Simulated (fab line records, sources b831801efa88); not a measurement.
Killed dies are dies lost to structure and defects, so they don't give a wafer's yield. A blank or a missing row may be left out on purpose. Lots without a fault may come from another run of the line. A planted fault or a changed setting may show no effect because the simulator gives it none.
Which tool did it? | flow sky130 | 14 lots, 42 wafers sampled, at 2 steps of a route of 708

WHAT THE GAUGES READ, wafer by wafer
The record holds no reading of a measuring or inspecting step that can be judged against a usual standard deviation.

WHICH TOOL RAN EACH LOT (tool, then ch and the chambers of the sampled wafers, then the start)
lot  | SKY_POLY_GATE_CVD_00        | SKY_PAD_OPEN_PROBE_99
L951 | lpcvd-01 ch 1, day 13 16:58 | -
L952 | lpcvd-01 ch 0, day 14 05:40 | -
L953 | lpcvd-01 ch 0, day 14 16:19 | -
L954 | lpcvd-01 ch 0, day 14 23:32 | -
L955 | lpcvd-01 ch 0, day 15 08:18 | -
L957 | lpcvd-01 ch 0, day 16 08:10 | prober-01, day 47 11:35
L958 | lpcvd-01 ch 0, day 16 13:10 | -
L960 | lpcvd-01 ch 0, day 17 02:26 | prober-02, day 47 23:48
L961 | lpcvd-01 ch 0, day 17 06:47 | prober-01, day 48 04:57
L962 | lpcvd-01 ch 0, day 17 21:16 | prober-02, day 48 10:30
L963 | lpcvd-01 ch 1, day 18 07:23 | prober-01, day 48 16:58
L964 | lpcvd-01 ch 1, day 18 19:59 | prober-02, day 49 00:00
L973 | lpcvd-01 ch 1, day 21 18:30 | -
L974 | lpcvd-01 ch 1, day 22 04:19 | -
- SKY_POLY_GATE_CVD_00: deposits poly-Si, target thk 180 nm, time 720 s.
- SKY_PAD_OPEN_PROBE_99

WHAT THE TOOLS THEMSELVES READ (means of the sampled wafers that have a number; where no wafer has one, the mark that the record gives instead)
SKY_PAD_OPEN_PROBE_99.
lot  | tool      | killed_at_M0_to_M3 | killed_at_M4_up | killed_at_contacts | killed_at_front_end | killed_at_other | killed_dies | killed_on_rim | killed_open | killed_short
L957 | prober-01 | 51                 | 3.7             | 22                 | 15                  | 1.0             | 92          | 16            | 45          | 47
L960 | prober-02 | 53                 | 4.3             | 25                 | 10                  | 0.0             | 92          | 19            | 53          | 38
L961 | prober-01 | 44                 | 2.7             | 19                 | 12                  | 0.3             | 78          | 14            | 41          | 37
L962 | prober-02 | 45                 | 4.0             | 25                 | 14                  | 0.7             | 89          | 16            | 46          | 43
L963 | prober-01 | 31                 | 1.7             | 27                 | 68                  | 0.0             | 128         | 22            | 41          | 34
L964 | prober-02 | 50                 | 3.3             | 25                 | 63                  | 0.3             | 142         | 24            | 50          | 45

THE ANSWER, worked out from the rows above alone
Rule: what is usual is taken from the lots themselves. Put in order of their means at a reading, lots are off if they are a third of the lots or fewer, leave a main group of 4 or more, and stand apart from it by a gap of 3 or more times the standard deviation of the main group's means; of several such gaps the widest counts. A main group whose means are all the same, to the digits that the tables above print for the reading, isn't used. A lot without any number at a reading at which 4 lots or more have one is off too. The other lots that the step has rows for count as sound. The gauges are gone through in route order, then the tools' own readings, and for those a lot's mean is taken as printed above. The first step at which some lot is off is used, and at that step the reading that is off furthest; a lot without a number counts as furthest.
Off: L963, L964, at SKY_PAD_OPEN_PROBE_99 (killed_at_front_end). The main group: mean 13, standard deviation 1.9. Neither off nor sound, because the step has no rows for them: L951, L952, L953, L954, L955, L958, L973, L974.
A tool fits if, at that step or a process step before it, it ran every lot that is off, and no sound lot after the first of them. One fits: lpcvd-01 at SKY_POLY_GATE_CVD_00. Its last sound lot is L962 (day 17 21:16), its first lot that is off L963 (day 18 07:23): a fault that began between those two fits.

WHAT THE SIMULATOR HAD PUT IN
Chamber particle source: lpcvd-01, from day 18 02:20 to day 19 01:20, at SKY_POLY_GATE_CVD_00. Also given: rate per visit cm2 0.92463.
Lots struck among those shown: L963, L964. The rule above found the same.
